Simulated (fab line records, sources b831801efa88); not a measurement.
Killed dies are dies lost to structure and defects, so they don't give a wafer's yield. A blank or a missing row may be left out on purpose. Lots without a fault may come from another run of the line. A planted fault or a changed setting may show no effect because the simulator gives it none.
A struck lot beside a sound one | flow sky130 | 15 steps out of a route of 708
Sound: wafers L909.2, L909.3, L909.6. Struck: wafers L924.3, L924.5, L924.6. The cause comes at the end.
At each step with rows: each side's tool, then ch and its chambers, then its first start. Under that, the readings that differ: sound wafers | struck wafers | difference of the means | sigmas: that difference in standard deviations of wafers without a fault.
alike: readings whose means differ by less than 2 such deviations, and words and numbers that are the same on both sides. not compared: withheld readings, readings that some wafer has no value for, bounds like >300 that may hide the same value, and numbers for which the record gives no deviation and whose values overlap.
The two part at a step that has a row with sigmas, a row that says differs or no value, or rows on one side only. Numbers that don't overlap but have no deviation are shown without sigmas and don't part them. A reading that every wafer of one side lacks parts them only if that side has two wafers or more.

first, 6 steps without rows for these wafers: SKY_METAL4_COAT_07 (resist thk 60 nm); SKY_METAL4_COAT_08 (resist thk 1140 nm); SKY_METAL4_SOFTBAKE_09 (time 90 s); SKY_METAL4_EXPOSE_10 (exposes mask MM4, target cd 300 nm); SKY_METAL4_PEB_11; SKY_METAL4_DEVELOP_12 (develop time 60 s).
SKY_METAL4_CD_MEAS_13: target cd 300 nm.
  sound on cd_sem-01, day 44 18:34; struck on cd_sem-02, day 48 03:32
  alike: cd_nm
SKY_METAL4_OVL_MEAS_14:
  sound on overlay-01, day 44 18:40; struck on overlay-01, day 48 03:37
  alike: METAL4_OVL
SKY_METAL4_DESCUM_15: chemistry O2, time 8 s.
  sound on rie_metal-04 ch 0,1, day 44 18:41; struck on rie_metal-02 ch 0,1, day 48 03:40
  reading               | sound             | struck            | difference | sigmas
  oes_product_au (a.u.) | 0.988 0.986 0.990 | 1.024 1.006 1.012 | +0.026     | +2
  alike: drypump_motor_current_A
  not compared: rf_hours_counter_h
SKY_METAL4_ETCH_16: etches BARC in N2/H2, stops on SiO2, time 88.2 s, target depth 60 nm.
  sound on rie_metal-04 ch 0,1, day 44 18:44; struck on rie_metal-02 ch 0,1, day 48 03:43
  alike: drypump_motor_current_A, h2_flow_sccm, oes_product_au, throttle_valve_pct
  not compared: rf_hours_counter_h
SKY_METAL4_ETCH_17: etches SiO2 in C4F8/O2/Ar, stops on TiN, time 3.9 s, target depth 15 nm.
  sound on rie_diel-03 ch 1,2,3, day 44 18:49; struck on rie_diel-02 ch 1,2, day 48 03:47
  alike: oes_product_au
  not compared: rf_hours_counter_h
SKY_METAL4_METAL_ETCH_18: etches the open film in Cl2/BCl3, stops on SiO2, target depth 845 nm, time 183.1 s.
  sound on rie_metal-03 ch 0, day 44 18:50; struck on rie_metal-03 ch 0,1, day 48 03:52
  alike: bcl3_flow_sccm, drypump_motor_current_A, oes_product_au, throttle_valve_pct
  not compared: rf_hours_counter_h
SKY_METAL4_STRIP_19: strips in O2/N2.
  sound on plasma_asher-01 ch 0, day 44 19:01; struck on plasma_asher-02 ch 0,1, day 48 04:01
  reading                     | sound          | struck         | difference | sigmas
  drypump_motor_current_A (A) | 5.13 5.07 5.12 | 5.94 5.89 5.70 | +0.74      | +3
  overash_fraction            | 0.5 0.5 0.5    | 0.7 0.7 0.7    | +0.2       |
  alike: oes_product_au, strip_time_to_endpoint_s
  not compared: rf_hours_counter_h
then, 1 step without rows for these wafers: SKY_METAL4_STRIP_20 (strips in post etch residue remover, time 1200 s).
-- the record jumps here: 3 days lie between the struck wafers' starts before and after (it left off in module METAL4 and takes up again in module PAD_OPEN, whose first step shown is number 708 of the route) --
SKY_PAD_OPEN_PROBE_99:
  sound on prober-01, day 48 14:31; struck on prober-02, day 51 08:49
  alike: defect_limited_yield, killed_at_M0_to_M3, killed_at_M4_up, killed_at_contacts, killed_at_front_end, killed_at_other, killed_dies, killed_open, killed_short, sort_bin_3_pad_short, sort_bin_5_function, sort_bin_6_memory, sort_n_pass, sort_yield_pct

WHERE THEY PART
First at SKY_METAL4_DESCUM_15; last, within this record, at SKY_METAL4_STRIP_19. Later steps at which nothing parts them and some readings are alike: SKY_PAD_OPEN_PROBE_99.

WHY: what the simulator had put in
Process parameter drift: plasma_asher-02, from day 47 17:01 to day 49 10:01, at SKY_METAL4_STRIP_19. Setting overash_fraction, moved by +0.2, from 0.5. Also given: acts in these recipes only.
